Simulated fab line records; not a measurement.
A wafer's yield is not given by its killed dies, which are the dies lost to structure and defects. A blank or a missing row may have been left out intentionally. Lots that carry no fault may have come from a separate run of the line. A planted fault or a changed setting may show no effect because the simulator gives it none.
Which tool did it?    flow sky130    6 lots with 18 wafers sampled at 2 steps, on a route of 708 steps

## WHAT THE GAUGES SHOWED, per wafer
SKY_VIA4_THK_MEAS_20: measures by xrf.
lot   measured      on             VIA4_W_THK (nm)
L688  day 43 10:25  film_metro-02  499 519 502
L690  day 43 23:13  film_metro-01  505 512 501
L693  day 44 18:20  film_metro-01  495 500 500
L702  day 47 00:59  film_metro-01  500 513 503
L706  day 47 20:56  film_metro-02  513 510 506
L708  day 48 10:04  film_metro-04  511 529 521

## TOOL THAT RAN EACH LOT (tool first, then ch and the chambers of the sampled wafers, then the start)
lot   SKY_METAL4_ETCH_17
L688  rie_diel-03 ch 0,3, day 42 09:16
L690  rie_diel-04 ch 1,2,3, day 42 21:33
L693  rie_diel-03 ch 1,3, day 43 17:28
L702  rie_diel-04 ch 1,2,3, day 46 02:21
L706  rie_diel-03 ch 1,2,3, day 46 23:07
L708  rie_diel-03 ch 0,3, day 47 10:51
- SKY_METAL4_ETCH_17: etches SiO2 in C4F8/O2/Ar, stops on TiN, time 3.9 s, target depth 15 nm.

## THE ANSWER, worked out from the rows above alone
Rule: what is usual is taken from the lots themselves. Put in order of their means at a reading, lots are off if they are a third of the lots or fewer, leave a main group of 4 or more, and stand apart from it by a gap of 3 or more times the standard deviation of the main group's means; of several such gaps the widest counts. If all means in a main group match to the digits the tables above print for the reading, that group is not used. Also off: a lot with no number at a reading for which 4 or more lots have one. Where the step has rows for the other lots, those lots are counted as sound.
None of the lots is off at any reading shown; this tells nothing.

## WHAT THE SIMULATOR PUT IN
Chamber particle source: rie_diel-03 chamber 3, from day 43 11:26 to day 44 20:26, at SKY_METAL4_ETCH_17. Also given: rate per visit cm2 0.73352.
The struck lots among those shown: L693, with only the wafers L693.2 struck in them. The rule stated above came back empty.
